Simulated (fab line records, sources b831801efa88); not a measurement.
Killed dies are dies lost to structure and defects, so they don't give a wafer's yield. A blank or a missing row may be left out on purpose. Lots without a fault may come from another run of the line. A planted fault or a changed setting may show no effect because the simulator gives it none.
Chamber matching | flow gf180mcu | GF_PASSIVATION_ETCH_11 on rie_diel-03: 4 sister chambers
The step etches the open film in CF4/O2, stops on TiN, target depth 2040 nm, time 453.3 s. 4 wafers are shown with their chamber, then 9 later ones without.

WAFERS WITH THEIR CHAMBER
wafer  | chamber | drypump_motor_current_A (A)
L087.6 | 3       | 6.4
L090.3 | 2       | 6.2
L090.4 | 0       | 5.3
L090.5 | 1       | 4.8

WAFERS WITHOUT THEIR CHAMBER
wafer  | drypump_motor_current_A (A)
L092.1 | 5.4
L092.5 | 6.4
L092.6 | 6.2
L094.2 | 6.4
L094.3 | 4.8
L094.4 | 6.2
L096.1 | 6.4
L096.2 | 6.2
L096.6 | 6.2

WHICH CHAMBER EACH WENT THROUGH
wafer  | from the rows above | in truth
L092.1 | 0                   | 0
L092.5 | 3                   | 3
L092.6 | 2                   | 2
L094.2 | 3                   | 3
L094.3 | 1                   | 1
L094.4 | 2                   | 2
L096.1 | 3                   | 3
L096.2 | 2                   | 2
L096.6 | 2                   | 2
Placed correctly: 9 of 9. Can't be placed from these rows: 0. Placed wrongly: 0.
How it was worked out, from the rows above alone: a wafer's distance from a chamber is the root of the sum, over the readings, of the square of ((its reading less the chamber's mean) divided by the reading's scatter). The wafer belongs to the nearest chamber; if the next one is less than 2 further off, it can't be placed. A chamber's mean is the mean of its shown wafers. The scatter: with one shown wafer a chamber, the root of the mean of the squares of how far each hidden wafer lies from its nearest shown one.
